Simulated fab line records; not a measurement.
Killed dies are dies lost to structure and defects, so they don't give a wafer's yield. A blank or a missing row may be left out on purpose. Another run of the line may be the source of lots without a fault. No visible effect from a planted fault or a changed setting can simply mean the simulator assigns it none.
Which tool is to blame? -- flow sky130 -- 11 lots with 33 wafers sampled at 6 steps, on a route of 708 steps

## WHAT THE GAUGES SHOWED, per wafer
SKY_FIELD_ISO_CD_MEAS_13 targets a cd of 150 nm.
lot,measured,on,cd nm (nm)
L527,day 2 04:17,cd sem-01,149.5 150.8 150.5
L530,day 2 19:45,cd sem-01,148.7 148.3 149.0
L531,day 3 02:32,cd sem-02,150.5 149.6 149.9
L533,day 3 11:16,cd sem-02,149.8 148.7 149.2
L534,day 3 19:16,cd sem-02,148.8 148.5 148.9
L535,day 3 21:48,cd sem-02,149.6 150.6 151.6
L536,day 4 04:41,cd sem-02,148.6 148.5 147.5
L538,day 4 13:11,cd sem-02,151.1 150.6 151.3
L546,day 6 07:20,cd sem-01,151.1 152.4 150.2
L547,day 6 15:02,cd sem-02,149.7 149.2 149.2
L549,day 7 00:19,cd sem-01,150.3 150.7 148.6

SKY_VT_ADJUST_HVTP_CD_MEAS_07 targets a cd of 380 nm.
lot,measured,on,cd nm (nm)
L527,day 6 03:38,cd sem-01,379.8 380.5 375.1
L530,day 6 23:58,cd sem-01,381.3 385.5 382.4
L531,day 7 04:26,cd sem-01,382.7 381.8 381.5
L533,day 7 15:23,cd sem-01,382.4 381.9 381.4
L534,day 8 04:44,cd sem-01,376.8 378.3 377.6
L535,day 8 07:12,cd sem-01,378.5 378.7 379.0
L536,day 8 15:59,cd sem-01,383.4 386.0 384.6
L538,day 9 00:10,cd sem-02,384.3 380.3 380.1
L546,day 10 23:20,cd sem-02,382.4 384.5 383.1
L547,day 11 06:38,cd sem-01,379.2 379.4 380.7
L549,day 12 00:19,cd sem-01,379.4 380.7 377.2

SKY_SD_N_RS_MEAS_16: a four-point-probe measurement.
lot,measured,on,SD_N_RS (ohm/sq)
L527,day 28 02:17,film metro-01,68.51 68.62 68.69
L530,day 29 03:39,film metro-03,68.85 68.80 68.88
L531,day 29 06:58,film metro-03,69.06 68.73 68.72
L533,day 29 20:22,film metro-01,68.55 68.61 68.51
L534,day 31 01:31,film metro-03,68.81 68.84 68.91
L535,day 31 04:03,film metro-03,76.54 76.53 76.43
L536,day 31 05:28,film metro-03,68.70 68.89 68.81
L538,day 31 13:07,film metro-03,76.80 76.47 76.53
L546,day 34 03:00,film metro-02,68.47 68.34 68.51
L547,day 34 09:14,film metro-01,68.45 68.66 68.59
L549,day 35 10:03,film metro-03,68.71 68.75 68.78

## TOOL THAT RAN EACH LOT (tool first, then ch and the chambers of the sampled wafers, then the start)
lot,SKY_VT_ADJUST_NCORE_STRIP_10,SKY_SD_N_IMPLANT_09,SKY_SD_N_STRIP_11
L527,"plasma asher-03 ch 0, day 8 16:32","implanter-01 ch 0, day 28 01:35","plasma asher-01 ch 0,1, day 28 01:53"
L530,"plasma asher-03 ch 0, day 9 14:47","implanter-01 ch 0, day 29 02:58","plasma asher-03 ch 1, day 29 03:14"
L531,"plasma asher-01 ch 0,1, day 9 20:14","implanter-01 ch 0, day 29 06:17","plasma asher-02 ch 0,1, day 29 06:34"
L533,"plasma asher-03 ch 0,1, day 10 07:59","implanter-03 ch 0, day 29 19:41","plasma asher-01 ch 0,1, day 29 19:59"
L534,"plasma asher-04 ch 0,1, day 10 20:46","implanter-03 ch 0, day 31 00:50","plasma asher-02 ch 0,1, day 31 01:07"
L535,"plasma asher-04 ch 0,1, day 10 23:08","implanter-03 ch 0, day 31 03:19","plasma asher-01 ch 0,1, day 31 03:35"
L536,"plasma asher-01 ch 0,1, day 11 09:05","implanter-01 ch 0, day 31 04:47","plasma asher-03 ch 0,1, day 31 05:04"
L538,"plasma asher-03 ch 0,1, day 11 17:47","implanter-03 ch 0, day 31 12:26","plasma asher-02 ch 0,1, day 31 12:43"
L546,"plasma asher-03 ch 0,1, day 14 01:27","implanter-01 ch 0, day 34 02:19","plasma asher-02 ch 0,1, day 34 02:37"
L547,"plasma asher-03 ch 0,1, day 14 10:08","implanter-04 ch 0, day 34 08:32","plasma asher-02 ch 0,1, day 34 08:50"
L549,"plasma asher-03 ch 0,1, day 15 07:08","implanter-01 ch 0, day 35 09:22","plasma asher-02 ch 0,1, day 35 09:38"
- SKY_VT_ADJUST_NCORE_STRIP_10: strips in O2/N2.
- SKY_SD_N_IMPLANT_09
- SKY_SD_N_STRIP_11: strips in O2/N2.

## AS READ BY THE TOOLS THEMSELVES (means over the sampled wafers that have a number; for cases with no such wafer, the mark the record gives instead)
SKY_VT_ADJUST_NCORE_STRIP_10.
lot,tool,drypump motor current A (A),oes product au (a.u.),strip time to endpoint s (s)
L527,plasma asher-03,5.2,0.714,14.26
L530,plasma asher-03,5.2,0.714,14.08
L531,plasma asher-01,5.9,0.715,14.17
L533,plasma asher-03,5.9,0.718,14.19
L534,plasma asher-04,6.5,0.716,14.21
L535,plasma asher-04,6.5,0.716,14.12
L536,plasma asher-01,5.9,0.713,14.19
L538,plasma asher-03,5.6,0.716,14.19
L546,plasma asher-03,5.9,0.715,14.17
L547,plasma asher-03,5.6,0.718,14.15
L549,plasma asher-03,5.6,0.716,14.13

SKY_SD_N_IMPLANT_09.
lot,tool,beam on s (s),dose ions cm2
L527,implanter-01,17.5,4e+15
L530,implanter-01,18.0,4e+15
L531,implanter-01,17.8,4e+15
L533,implanter-03,18.5,4e+15
L534,implanter-03,18.5,4e+15
L535,implanter-03,10.1,2e+15
L536,implanter-01,18.0,4e+15
L538,implanter-03,10.0,2e+15
L546,implanter-01,18.0,4e+15
L547,implanter-04,18.8,4e+15
L549,implanter-01,18.1,4e+15

SKY_SD_N_STRIP_11.
lot,tool,drypump motor current A (A),oes product au (a.u.),strip time to endpoint s (s)
L527,plasma asher-01,5.7,0.524,22.46
L530,plasma asher-03,6.3,0.525,22.56
L531,plasma asher-02,5.6,0.526,22.60
L533,plasma asher-01,5.7,0.521,22.52
L534,plasma asher-02,5.7,0.526,22.55
L535,plasma asher-01,5.9,0.560,20.40
L536,plasma asher-03,5.6,0.525,22.58
L538,plasma asher-02,5.8,0.557,20.35
L546,plasma asher-02,5.7,0.526,22.51
L547,plasma asher-02,5.7,0.525,22.61
L549,plasma asher-02,5.7,0.528,22.59

## THE ANSWER, worked out from the rows above alone
Rule: the usual values come from the lots themselves. The widest of any qualifying gaps counts: lots, ordered by their means at a reading, are off when they make up no more than a third of the lots, leave a main group of 4 or more, and stand apart from it by 3 or more times the standard deviation of that group's means. A main group whose means are all the same, to the digits that the tables above print for the reading, isn't used. Also off: a lot with no number at a reading for which 4 or more lots have one. Where the step has rows for the other lots, those lots are counted as sound. First the gauges in route order, then the tools' own readings, where a lot's mean is used as printed above. The first step at which some lot is off is used, and at that step the reading that is off furthest; a lot without a number counts as furthest.
Off: L535, L538, seen at SKY_SD_N_RS_MEAS_16 (SD_N_RS). The main group has a mean of 68.69 ohm/sq with a standard deviation of 0.15.
If a tool, at a process step before that reading, ran all the lots that are off and no sound lot after the first of them, it fits. Not tried: the gauges at SKY_SD_N_RS_MEAS_16; whatever is off there is also off at SKY_SD_N_IMPLANT_09, on other tools, and gauge error can't account for it. One fits: implanter-03 at SKY_SD_N_IMPLANT_09. Its last sound lot is L534 (day 31 00:50), its first lot that is off L535 (day 31 03:19): a fault that began between those two fits.
The tool's own readings at SKY_SD_N_IMPLANT_09 bear it out: on the lots that are off they differ by more than 5 times the standard deviation of the sound lots' means. beam on s reads 10.1 s there against 18.1 s on the sound lots; dose ions cm2 reads 2e+15 there against 4e+15 on the sound lots.

## WHAT THE SIMULATOR HAD INSERTED
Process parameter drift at SKY_SD_N_IMPLANT_09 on implanter-03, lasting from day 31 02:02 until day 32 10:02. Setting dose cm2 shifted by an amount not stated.
Lots struck among those shown: L535, L538. This agrees with what the rule above found.
